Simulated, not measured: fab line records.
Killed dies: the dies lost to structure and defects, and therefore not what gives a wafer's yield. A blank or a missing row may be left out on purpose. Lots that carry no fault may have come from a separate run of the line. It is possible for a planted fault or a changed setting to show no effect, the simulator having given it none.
fab line records | flow sky130 | part 1 of 2: steps 1 to 32 of 45
record lots=5 wafers=15 last-day=50
route steps=708 shown FIELD_ISO@20 NWELL@32 DNWELL@35 PWDE@45
lots untouched by any fault: they come from a run of this same line in which no faults occurred
start-h: the number of hours between the record's first day and the start of the first shown wafer of the lot | wait-h: time in hours since the lot's previous step | " same as the row above | L1.1+2: a row that stands for several wafers | - no value, or no start was given | * or withheld: withheld | < > ~ a bound
route shown NAME@n: names a module that has steps shown in the file, with the first one's number in the route | usual: mean/standard deviation of fault-free wafers | same: alike in all rows | chamber/n: place in a boat | sites: each site's reading | _std_site: the values' standard deviation | _edge_site: inner sites' mean taken away from outer sites' mean | radius-mm: for every site, how far away it sits from the centre of the wafer | mask NAME#n: copy n | behind: tool/chamber where the wafer was last shaped | hold: the reason the lot was held/the length of the hold in hours/how it ended | device: names the non-switching transistor (n, p or np) | end of line: the route-end tests of the same wafers | where a step has no rows: the recipe by itself | killed: at the first sort, the dies lost to defects and structure; wafer yield is something else | map: the dies of a wafer, with x for killed, . for not killed, _ for no die there
set.NAME: the setting the step ran with; set.NAME@STEP: the setting that earlier step ran with | model.NAME: the simulator's own value behind a step, which no gauge read
certain route steps with their lots: each step a table, each wafer a row
services: a tool's chamber out of use, with start hour (start-h, from the record's first day; less than 0 if before it), hours out, and reason
## steps
# step SKY_FIELD_ISO_CLEAN_19
# recipe chemistry=SC1/SC2 mix=1:4:20 temp-c=70 time-s=150
# columns lot.wafer tool chamber start-h wait-h
L077.3+4+5 wet-bench-01 0 44.60 0.0
L089.1+2+5 wet-bench-04 3 107.94 0.0
L092.1+5+6 wet-bench-01 2 122.89 0.0
L093.2+5+6 wet-bench-04 0 134.09 0.0
L096.1+3+5 wet-bench-04 1 144.80 0.0
# step SKY_FIELD_ISO_CLEAN_20
# recipe chemistry=dHF time-s=20 dilution=100:1
# columns lot.wafer tool chamber start-h wait-h
L077.3+4+5 wet-bench-04 0 44.65 0.0
L089.1+2+5 wet-bench-01 1 107.99 0.0
L092.1+5+6 wet-bench-02 3 122.94 0.0
L093.2+5+6 wet-bench-02 0 134.14 0.0
L096.1+3+5 wet-bench-01 2 144.85 0.0
# step SKY_FIELD_ISO_WET_ETCH_21
# recipe chemistry=dHF dilution=100:1 target-depth-nm=20 dry=ipa-marangoni target=SiO2 temp-c=25 time-s=400
# columns lot.wafer tool chamber start-h wait-h
L077.3+4+5 wet-bench-01 0 44.66 0.0
L089.1+2+5 wet-bench-02 1 108.00 0.0
L092.1+5+6 wet-bench-04 3 122.95 0.0
L093.2+5+6 wet-bench-01 0 134.15 0.0
L096.1+3+5 wet-bench-02 1 144.86 0.0
# step SKY_FIELD_ISO_OXIDATION_22
# recipe temp-c=950 ambient=O2 stabilise-s=600 purge-s=300 target-thk-a=100 ox-time-s=623
# usual ox-temp-c=949.9/0.47 spike-tc-upper-C=949.4/1.1
# columns lot.wafer tool chamber start-h wait-h ox-temp-c spike-tc-upper-C
L077.3 furnace-02 0 45.57 0.8 949.9 949.5
L077.4 " 0 " " 949.6 949.2
L077.5 " 0 " " 949.5 949.4
L089.1 furnace-02 0 109.36 1.2 949.9 948.8
L089.2 " 0 " " 949.9 949.4
L089.5 " 0 " " 949.7 949.1
L092.1 furnace-01 0 123.07 0.0 950.1 949.4
L092.5 " 0 " " 949.7 950.5
L092.6 " 0 " " 950.0 948.8
L093.2 furnace-02 0 134.27 0.0 949.7 948.7
L093.5 " 0 " " 949.6 949.1
L093.6 " 0 " " 949.5 949.8
L096.1 furnace-01 0 145.09 0.1 949.6 950.7
L096.3 " 0 " " 949.1 949.5
L096.5 " 0 " " 949.9 950.3
# step SKY_FIELD_ISO_THK_MEAS_23
# recipe reads=SiO2_of_FIELD_ISO_OXIDATION_22
# usual FIELD_ISO_OXIDATION_01_THK=10.05/0.18
# columns lot.wafer tool chamber start-h wait-h FIELD_ISO_OXIDATION_01_THK[nm]
L077.3 film-metro-02 - 46.77 0.0 9.66
L077.4 " - " " 9.76
L077.5 " - " " 9.60
L089.1 film-metro-04 - 110.53 0.0 9.83
L089.2 " - " " 9.86
L089.5 " - " " 10.04
L092.1 film-metro-03 - 124.25 0.0 10.02
L092.5 " - " " 9.90
L092.6 " - " " 10.16
L093.2 film-metro-02 - 135.46 0.0 10.08
L093.5 " - " " 10.03
L093.6 " - " " 10.02
L096.1 film-metro-04 - 146.26 0.0 10.10
L096.3 " - " " 10.03
L096.5 " - " " 10.01
# step SKY_FIELD_ISO_CVD_24
# recipe material=SiO2 target-thk-nm=595 temp-c=650 sigma-open-frac=0.3 time-s=99.2 sih4-flow-sccm=60 pressure-mtorr=6
# usual susceptor-temp-C=650.0/0.33
# columns lot.wafer tool chamber start-h wait-h susceptor-temp-C
L077.3 hdpcvd-01 0 46.81 0.0 649.6
L077.4 " 2 " " 649.6
L077.5 " 0 " " 649.6
L089.1 hdpcvd-01 1 110.59 0.1 650.4
L089.2 " 2 " " 650.5
L089.5 " 2 " " 650.5
L092.1 hdpcvd-02 1 124.31 0.1 649.8
L092.5 " 0 " " 650.1
L092.6 " 2 " " 650.3
L093.2 hdpcvd-02 2 135.51 0.0 649.7
L093.5 " 1 " " 650.2
L093.6 " 0 " " 649.9
L096.1 hdpcvd-02 2 146.32 0.1 650.1
L096.3 " 0 " " 649.7
L096.5 " 1 " " 649.7
# step SKY_FIELD_ISO_THK_MEAS_25
# recipe reads=SiO2_of_FIELD_ISO_CVD_24
# usual FIELD_ISO_CVD_24_THK=600/6.4
# columns lot.wafer tool chamber start-h wait-h FIELD_ISO_CVD_24_THK[nm]
L077.3 film-metro-03 - 46.90 0.1 605
L077.4 " - " " 589
L077.5 " - " " 600
L089.1 film-metro-03 - 110.66 0.0 597
L089.2 " - " " 600
L089.5 " - " " 597
L092.1 film-metro-04 - 124.38 0.0 608
L092.5 " - " " 608
L092.6 " - " " 591
L093.2 film-metro-04 - 135.59 0.0 593
L093.5 " - " " 608
L093.6 " - " " 608
L096.1 film-metro-02 - 146.39 0.0 598
L096.3 " - " " 601
L096.5 " - " " 603
# step SKY_FIELD_ISO_ANNEAL_26
# recipe temp-c=1000 time-s=1800 ambient=N2
# usual spike-tc-upper-C=999.8/1.2
# columns lot.wafer tool chamber start-h wait-h spike-tc-upper-C
L077.3 furnace-01 0 47.26 0.3 1000.3
L077.4 " 0 " " 998.9
L077.5 " 0 " " 1000.5
L089.1 furnace-02 0 110.72 0.1 998.7
L089.2 " 0 " " 996.9
L089.5 " 0 " " 999.6
L092.1 furnace-02 0 124.44 0.1 1000.6
L092.5 " 0 " " 998.4
L092.6 " 0 " " 997.6
L093.2 furnace-01 0 136.55 1.0 999.1
L093.5 " 0 " " 1001.1
L093.6 " 0 " " 999.9
L096.1 furnace-02 0 146.98 0.6 1000.1
L096.3 " 0 " " 997.7
L096.5 " 0 " " 999.5
# step SKY_FIELD_ISO_CMP_27
# recipe stop-on=Si3N4 t-overpolish-s=16 down-force-psi=4 platen-rpm=60 target-thk-nm=457.8 pad-velocity-m-s=0.94248
# usual edge-zone-pressure-frac=1.000/0.0051 head-pressure-psi=3.999/0.0081 motor-current-A=12.3/1.2 overpolish-run-s=16.000/0.008 time-to-endpoint-s=116/4.1
# columns lot.wafer tool chamber start-h wait-h edge-zone-pressure-frac head-pressure-psi motor-current-A overpolish-run-s time-to-endpoint-s
L077.3 cmp-01 2 48.76 0.0 0.995 3.995 10.0 16.008 117
L077.4 " 3 " " 0.999 3.992 12.4 15.999 116
L077.5 " 2 " " 0.994 3.986 10.4 15.996 118
L089.2 cmp-02 1 112.27 0.1 0.999 3.984 14.2 16.003 112
L089.1 " 3 " " 1.010 4.006 11.5 16.000 113
L089.5 " 0 " " 1.002 4.007 12.5 16.002 116
L092.1 cmp-01 1 126.11 0.2 1.000 3.980 13.8 15.998 118
L092.6 " 3 " " 0.998 4.008 12.3 15.987 119
L092.5 " 0 " " 1.003 3.998 12.7 16.008 121
L093.2 cmp-01 0 138.10 0.1 0.998 4.005 12.5 15.999 118
L093.5 " 3 " " 0.998 4.003 12.5 15.995 121
L093.6 " 0 " " 0.996 3.996 12.5 16.000 122
L096.1 cmp-02 0 148.48 0.0 1.005 3.999 12.1 16.003 111
L096.3 " 2 " " 0.993 4.003 12.4 15.987 108
L096.5 " 1 " " 0.998 3.997 13.4 16.004 109
# step SKY_FIELD_ISO_WET_ETCH_28
# recipe chemistry=dHF target-depth-nm=23.7 target=SiO2 dilution=10:1 temp-c=25 time-s=47
# columns lot.wafer tool chamber start-h wait-h
L077.3+4+5 wet-bench-01 3 49.06 0.2
L089.1+2+5 wet-bench-01 3 112.52 0.1
L092.1+5+6 wet-bench-02 3 126.31 0.1
L093.2+5+6 wet-bench-01 2 138.35 0.2
L096.1+3+5 wet-bench-04 2 148.78 0.2
# step SKY_FIELD_ISO_WET_ETCH_29
# recipe chemistry=H3PO4 target-depth-nm=160 target=Si3N4 temp-c=160 time-s=1825
# columns lot.wafer tool chamber start-h wait-h
L077.3+4+5 wet-bench-04 3 49.08 0.0
L089.1+2+5 wet-bench-04 2 112.54 0.0
L092.1+5+6 wet-bench-04 2 126.33 0.0
L093.2+5+6 wet-bench-04 0 138.37 0.0
L096.1+3+5 wet-bench-01 3 148.80 0.0
# step SKY_FIELD_ISO_WET_ETCH_30
# recipe chemistry=dHF target-depth-nm=25 target=SiO2 dilution=10:1 temp-c=25 time-s=50
# columns lot.wafer tool chamber start-h wait-h
L077.3+4+5 wet-bench-01 2 49.59 0.0
L089.1+2+5 wet-bench-02 1 113.06 0.0
L092.1+5+6 wet-bench-01 0 126.85 0.0
L093.2+5+6 wet-bench-02 2 138.93 0.0
L096.1+3+5 wet-bench-02 0 149.31 0.0
# step SKY_NWELL_CLEAN_00
# recipe chemistry=SC1/SC2 mix=1:4:20 temp-c=70 time-s=150 dry=n2-spin
# columns lot.wafer tool chamber start-h wait-h
L077.3+4+5 wet-bench-01 0 49.62 0.0
L089.1+2+5 wet-bench-04 1 113.08 0.0
L092.1+5+6 wet-bench-02 0 126.87 0.0
L093.2+5+6 wet-bench-01 1 138.96 0.0
L096.1+3+5 wet-bench-04 2 149.34 0.0
# step SKY_NWELL_OXIDATION_01
# recipe temp-c=900 ambient=O2 stabilise-s=600 purge-s=300 target-thk-a=100 ox-time-s=1418
# usual ox-temp-c=900.0/0.45 spike-tc-upper-C=899.3/1.2
# columns lot.wafer tool chamber start-h wait-h ox-temp-c spike-tc-upper-C
L077.3 furnace-02 0 50.00 0.3 900.5 900.2
L077.4 " 0 " " 900.4 900.3
L077.5 " 0 " " 899.8 897.7
L089.1 furnace-01 0 114.60 1.5 899.1 900.9
L089.2 " 0 " " 899.9 901.4
L089.5 " 0 " " 899.7 901.4
L092.1 furnace-01 0 127.78 0.9 899.7 900.9
L092.5 " 0 " " 900.0 900.0
L092.6 " 0 " " 899.6 901.5
L093.2 furnace-02 0 139.66 0.7 899.8 898.4
L093.5 " 0 " " 900.0 898.3
L093.6 " 0 " " 900.7 899.3
L096.1 furnace-02 0 149.39 0.0 900.1 898.1
L096.3 " 0 " " 900.6 899.2
L096.5 " 0 " " 900.2 897.5
# step SKY_NWELL_THK_MEAS_02
# recipe reads=SiO2_of_NWELL_OXIDATION_01
# usual NWELL_OXIDATION_THK=9.99/0.21
# columns lot.wafer tool chamber start-h wait-h NWELL_OXIDATION_THK[nm]
L077.3 film-metro-04 - 51.41 0.0 10.26
L077.4 " - " " 9.97
L077.5 " - " " 10.09
L089.1 film-metro-04 - 115.99 0.0 10.19
L089.2 " - " " 10.32
L089.5 " - " " 10.28
L092.1 film-metro-01 - 129.17 0.0 10.47
L092.5 " - " " 10.08
L092.6 " - " " 10.54
L093.2 film-metro-04 - 141.07 0.0 9.88
L093.5 " - " " 9.75
L093.6 " - " " 9.82
L096.1 film-metro-02 - 150.78 0.0 9.90
L096.3 " - " " 9.67
L096.5 " - " " 9.90
# step SKY_DNWELL_DEHYDRATE_00
# recipe temp-c=200 time-s=60
# columns lot.wafer tool chamber start-h wait-h
L077.3+4+5 litho-track-03 0 58.91 7.5
L089.1+2+5 litho-track-04 0 124.56 8.6
L092.1+5+6 litho-track-04 0 137.86 8.7
L093.2+5+6 litho-track-04 0 149.68 8.6
L096.1+3+5 litho-track-02 0 159.92 9.1
# step SKY_DNWELL_HMDS_01
# recipe prime-time-s=60 prime-temp-c=120
# columns lot.wafer tool chamber start-h wait-h
L077.3+4+5 litho-track-03 0 59.06 0.1
L089.1+2+5 litho-track-04 0 124.71 0.1
L092.1+5+6 litho-track-04 0 138.01 0.1
L093.2+5+6 litho-track-04 0 149.83 0.1
L096.1+3+5 litho-track-02 0 160.07 0.1
# step SKY_DNWELL_COAT_02
# recipe spin-rpm=2000 resist-thk-nm=3000
# usual spin-speed-rpm=2000.0/1.4
# columns lot.wafer tool chamber start-h wait-h spin-speed-rpm
L077.3 litho-track-03 0 59.21 0.1 2000.1
L077.4 " 0 " " 1998.6
L077.5 " 0 " " 1999.6
L089.1 litho-track-04 0 124.86 0.1 2001.6
L089.2 " 0 " " 2002.6
L089.5 " 0 " " 1997.7
L092.1 litho-track-04 0 138.16 0.1 1996.7
L092.5 " 0 " " 1998.9
L092.6 " 0 " " 1998.4
L093.2 litho-track-04 0 149.98 0.1 2000.7
L093.5 " 0 " " 2000.8
L093.6 " 0 " " 1998.5
L096.1 litho-track-02 0 160.22 0.1 2001.1
L096.3 " 0 " " 1999.2
L096.5 " 0 " " 2000.7
# step SKY_DNWELL_SOFTBAKE_03
# recipe temp-c=110 time-s=withheld
# columns lot.wafer tool chamber start-h wait-h
L077.3+4+5 litho-track-03 0 59.38 0.1
L089.1+2+5 litho-track-04 0 125.01 0.1
L092.1+5+6 litho-track-04 0 138.31 0.1
L093.2+5+6 litho-track-04 0 150.14 0.1
L096.1+3+5 litho-track-02 0 160.37 0.1
# step SKY_DNWELL_EXPOSE_04
# recipe mask-id=DNM na=0.57 target-cd-nm=3000 dose-mj=222
# usual stage-vel-mm-s=499.98/0.25
# same na=0.57
# columns lot.wafer tool chamber start-h wait-h mask stage-vel-mm-s
L077.3 iline-stepper-01 0 - - DNM#0 499.89
L077.4 " 0 " " DNM#0 500.02
L077.5 " 0 " " DNM#0 500.10
L089.1 iline-stepper-01 0 - - DNM#0 499.98
L089.2 " 0 " " DNM#0 499.58
L089.5 " 0 " " DNM#0 500.06
L092.1 iline-stepper-02 0 - - DNM#0 500.12
L092.5 " 0 " " DNM#0 500.03
L092.6 " 0 " " DNM#0 499.65
L093.2 iline-stepper-01 0 - - DNM#0 499.88
L093.5 " 0 " " DNM#0 499.92
L093.6 " 0 " " DNM#0 499.99
L096.1 iline-stepper-01 0 - - DNM#0 499.90
L096.3 " 0 " " DNM#0 500.09
L096.5 " 0 " " DNM#0 500.03
# step SKY_DNWELL_PEB_05
# recipe temp-c=115 time-s=withheld
# columns lot.wafer tool chamber start-h wait-h
L077.3+4+5 litho-track-04 0 - -
L089.1+2+5 litho-track-03 0 - -
L092.1+5+6 litho-track-02 0 - -
L093.2+5+6 litho-track-04 0 - -
L096.1+3+5 litho-track-03 0 - -
# step SKY_DNWELL_DEVELOP_06
# recipe wall-angle-deg=90 developer=TMAH develop-time-s=60 dev-temp-c=23
# columns lot.wafer tool chamber start-h wait-h
L077.3+4+5 litho-track-04 0 - -
L089.1+2+5 litho-track-03 0 - -
L092.1+5+6 litho-track-02 0 - -
L093.2+5+6 litho-track-04 0 - -
L096.1+3+5 litho-track-03 0 - -
# step SKY_DNWELL_IMPLANT_07
# recipe species=P energy-kev=withheld dose-cm2=withheld tilt-deg=withheld
# same implant-ion-amu=*
# columns lot.wafer tool chamber start-h wait-h
L077.3+4+5 implanter-03 0 66.91 -
L089.1+2+5 implanter-03 0 134.51 -
L092.1+5+6 implanter-03 0 147.97 -
L093.2+5+6 implanter-03 0 159.73 -
L096.1+3+5 implanter-03 0 170.56 -
# step SKY_DNWELL_STRIP_08
# recipe chemistry=O2/N2 power-w=1400 pressure-mtorr=1500 platen-temp-c=withheld o2-flow-sccm=3000 n2-flow-sccm=300 overash-fraction=0.5
# usual drypump-motor-current-A=5.9/0.36 oes-product-au=0.722/0.0047 strip-time-to-endpoint-s=36.93/0.11
# columns lot.wafer tool chamber start-h wait-h drypump-motor-current-A oes-product-au rf-hours-counter-h strip-time-to-endpoint-s
L077.3 plasma-asher-02 1 67.04 0.1 5.8 0.727 - 36.81
L077.4 " 0 " " 6.6 0.722 - 36.91
L077.5 " 1 " " 5.8 0.724 - 36.87
L089.1 plasma-asher-02 0 134.66 0.1 6.5 0.723 2 36.85
L089.2 " 1 " " 5.8 0.723 2 36.96
L089.5 " 0 " " 6.5 0.718 - 36.91
L092.1 plasma-asher-01 1 148.12 0.1 5.3 0.727 46 37.10
L092.5 " 0 " " 6.1 0.719 - 37.23
L092.6 " 1 " " 5.4 0.723 - 37.00
L093.2 plasma-asher-02 1 159.86 0.1 5.8 0.727 4 37.05
L093.5 " 1 " " 5.8 0.721 - 37.09
L093.6 " 0 " " 6.5 0.719 - 37.05
L096.1 plasma-asher-01 0 170.71 0.1 6.1 0.727 48 36.92
L096.3 " 0 " " 6.1 0.728 - 36.89
L096.5 " 1 " " 5.3 0.723 - 36.81
# step SKY_DNWELL_TW_MEAS_09
# usual DNWELL_TW=1111/9.3
# columns lot.wafer tool chamber start-h wait-h DNWELL_TW
L077.3 film-metro-02 - 67.13 0.1 1111
L077.4 " - " " 1115
L077.5 " - " " 1113
L089.1 film-metro-01 - 134.76 0.1 1109
L089.2 " - " " 1109
L089.5 " - " " 1103
L092.1 film-metro-01 - 148.22 0.1 1100
L092.5 " - " " 1102
L092.6 " - " " 1100
L093.2 film-metro-01 - 159.97 0.1 1098
L093.5 " - " " 1104
L093.6 " - " " 1101
L096.1 film-metro-01 - 170.81 0.1 1102
L096.3 " - " " 1107
L096.5 " - " " 1106
# step SKY_PWDE_DEHYDRATE_00
# recipe temp-c=200 time-s=60
# columns lot.wafer tool chamber start-h wait-h
L077.3+4+5 litho-track-04 0 73.81 6.7
L089.1+2+5 litho-track-04 0 143.46 8.7
L092.1+5+6 litho-track-03 0 156.71 8.5
L093.2+5+6 litho-track-03 0 169.59 9.6
L096.1+3+5 litho-track-01 0 179.86 9.0
# step SKY_PWDE_HMDS_01
# recipe prime-time-s=60 prime-temp-c=120
# columns lot.wafer tool chamber start-h wait-h
L077.3+4+5 litho-track-04 0 73.96 0.1
L089.1+2+5 litho-track-04 0 143.61 0.1
L092.1+5+6 litho-track-03 0 156.86 0.1
L093.2+5+6 litho-track-03 0 169.74 0.1
L096.1+3+5 litho-track-01 0 180.01 0.1
# step SKY_PWDE_COAT_02
# recipe spin-rpm=2000 resist-thk-nm=3000
# usual spin-speed-rpm=2000.0/1.5
# columns lot.wafer tool chamber start-h wait-h spin-speed-rpm
L077.3 litho-track-04 0 74.11 0.1 1997.6
L077.4 " 0 " " 2000.4
L077.5 " 0 " " 2001.5
L089.1 litho-track-04 0 143.76 0.1 1997.0
L089.2 " 0 " " 2000.5
L089.5 " 0 " " 2000.1
L092.1 litho-track-03 0 157.01 0.1 1999.3
L092.5 " 0 " " 2000.1
L092.6 " 0 " " 2000.4
L093.2 litho-track-03 0 169.89 0.1 2002.3
L093.5 " 0 " " 2000.2
L093.6 " 0 " " 2001.3
L096.1 litho-track-01 0 180.16 0.1 2000.1
L096.3 " 0 " " 1998.5
L096.5 " 0 " " 1997.5
# step SKY_PWDE_SOFTBAKE_03
# recipe temp-c=110 time-s=withheld
# columns lot.wafer tool chamber start-h wait-h
L077.3+4+5 litho-track-04 0 74.27 0.1
L089.1+2+5 litho-track-04 0 143.91 0.1
L092.1+5+6 litho-track-03 0 157.16 0.1
L093.2+5+6 litho-track-03 0 170.04 0.1
L096.1+3+5 litho-track-01 0 180.31 0.1
# step SKY_PWDE_EXPOSE_04
# recipe mask-id=PWDEM na=0.6 source-shape=conventional sigma-outer=0.6 polarization=unpolarized target-cd-nm=840 dose-mj=214
# usual stage-vel-mm-s=499.99/0.29
# same na=0.6
# columns lot.wafer tool chamber start-h wait-h mask stage-vel-mm-s
L077.3 iline-stepper-02 0 - - PWDEM#0 500.14
L077.4 " 0 " " PWDEM#0 500.37
L077.5 " 0 " " PWDEM#0 499.84
L089.1 iline-stepper-02 0 - - PWDEM#0 499.86
L089.2 " 0 " " PWDEM#0 499.75
L089.5 " 0 " " PWDEM#0 500.50
L092.1 iline-stepper-02 0 - - PWDEM#0 500.74
L092.5 " 0 " " PWDEM#0 500.16
L092.6 " 0 " " PWDEM#0 499.95
L093.2 iline-stepper-02 0 - - PWDEM#0 500.24
L093.5 " 0 " " PWDEM#0 500.30
L093.6 " 0 " " PWDEM#0 499.61
L096.1 iline-stepper-02 0 - - PWDEM#0 499.64
L096.3 " 0 " " PWDEM#0 499.53
L096.5 " 0 " " PWDEM#0 499.87
# step SKY_PWDE_PEB_05
# recipe temp-c=115 time-s=withheld
# columns lot.wafer tool chamber start-h wait-h
L077.3+4+5 litho-track-03 0 - -
L089.1+2+5 litho-track-03 0 - -
L092.1+5+6 litho-track-01 0 - -
L093.2+5+6 litho-track-03 0 - -
L096.1+3+5 litho-track-04 0 - -
# step SKY_PWDE_DEVELOP_06
# recipe wall-angle-deg=90 developer=TMAH develop-time-s=60 dev-temp-c=23
# columns lot.wafer tool chamber start-h wait-h
L077.3+4+5 litho-track-03 0 - -
L089.1+2+5 litho-track-03 0 - -
L092.1+5+6 litho-track-01 0 - -
L093.2+5+6 litho-track-03 0 - -
L096.1+3+5 litho-track-04 0 - -
